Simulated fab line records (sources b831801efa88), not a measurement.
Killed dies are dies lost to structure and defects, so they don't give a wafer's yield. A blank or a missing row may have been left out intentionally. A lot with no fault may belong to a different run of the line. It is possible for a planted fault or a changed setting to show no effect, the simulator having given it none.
Which of the tools did it? | flow sky130 | Sampling: 12 lots, 36 wafers, 4 of 708 route steps

== WHAT THE GAUGES READ, wafer by wafer ==
SKY_CAPM_OVL_MEAS_12.
lot  | measured     | on         | CAPM_OVL (nm)
L075 | day 38 18:59 | overlay-01 | -1.8 -1.8 -1.8
L077 | day 39 05:12 | overlay-01 | 0.6 0.7 1.2
L079 | day 40 06:05 | overlay-01 | 1.7 -1.1 -0.6
L081 | day 40 13:56 | overlay-01 | -0.7 -0.9 -0.4
L083 | day 41 07:14 | overlay-01 | -0.6 -0.9 -1.2
L085 | day 41 12:54 | overlay-01 | -3.4 -2.4 -4.1
L088 | day 42 09:26 | overlay-01 | -1.3 -2.0 -1.9
L089 | day 42 11:21 | overlay-01 | -1.6 -2.1 -1.4
L091 | day 43 00:23 | overlay-02 | 1.5 0.3 -0.8
L093 | day 43 14:14 | overlay-01 | -2.8 -4.1 -3.9
L095 | day 43 23:00 | overlay-01 | 0.2 -0.4 -0.3
L097 | day 44 18:10 | overlay-02 | 2.0 1.7 1.3

== WHAT TOOL EACH LOT RAN ON (gives the tool, then ch and the chambers of the sampled wafers, and finally the start) ==
lot  | SKY_VIA1_CMP_24               | SKY_METAL2_SPUTTER_03        | SKY_METAL2_DESCUM_17
L075 | cmp-01 ch 0,2, day 35 07:58   | pvd sputter-02, day 35 08:17 | rie metal-03 ch 0, day 36 10:56
L077 | cmp-01 ch 2,3, day 35 17:25   | pvd sputter-01, day 35 17:44 | rie metal-03 ch 0,1, day 36 20:52
L079 | cmp-02 ch 1,2,3, day 36 19:06 | pvd sputter-02, day 36 19:22 | rie metal-04 ch 0,1, day 37 22:34
L081 | cmp-01 ch 1,2, day 37 04:28   | pvd sputter-02, day 37 04:50 | rie metal-02 ch 0, day 38 07:43
L083 | cmp-02 ch 0,2, day 37 21:55   | pvd sputter-02, day 37 22:14 | rie metal-04 ch 0,1, day 39 00:47
L085 | cmp-02 ch 0,3, day 38 05:19   | pvd sputter-01, day 38 05:41 | rie metal-04 ch 0,1, day 39 07:49
L088 | cmp-02 ch 1,2,3, day 39 01:44 | pvd sputter-03, day 39 02:04 | rie metal-02 ch 0,1, day 40 04:08
L089 | cmp-01 ch 0,1, day 39 04:54   | pvd sputter-02, day 39 05:16 | rie metal-02 ch 0,1, day 40 06:52
L091 | cmp-01 ch 0,1,2, day 39 18:21 | pvd sputter-01, day 39 18:40 | rie metal-02 ch 1, day 40 20:33
L093 | cmp-02 ch 0,1,2, day 40 08:25 | pvd sputter-03, day 40 08:47 | rie metal-02 ch 0,1, day 41 10:11
L095 | cmp-01 ch 0,2, day 40 19:52   | pvd sputter-01, day 40 20:14 | rie metal-03 ch 0, day 41 21:36
L097 | cmp-01 ch 1,2,3, day 41 13:49 | pvd sputter-01, day 41 14:02 | rie metal-04 ch 0,1, day 42 15:05
- SKY_VIA1_CMP_24: polishes, stops on SiO2, t overpolish 15 s, target thk 0 nm.
- SKY_METAL2_SPUTTER_03: material Ti, target thk 5 nm, time 3.3 s.
- SKY_METAL2_DESCUM_17: chemistry O2, time 8 s.

== THE ANSWER, worked out from the rows above alone ==
Rule: usual is defined by the lots themselves. The widest of any qualifying gaps counts: lots, ordered by their means at a reading, are off when they make up no more than a third of the lots, leave a main group of 4 or more, and stand apart from it by 3 or more times the standard deviation of that group's means. If all means in a main group match to the digits the tables above print for the reading, that group is not used. A lot without any number at a reading at which 4 lots or more have one is off too. The other lots that the step has rows for count as sound.
No lot is off on any of the readings shown, so nothing can be concluded from this.

== WHAT THE SIMULATOR HAD INSERTED ==
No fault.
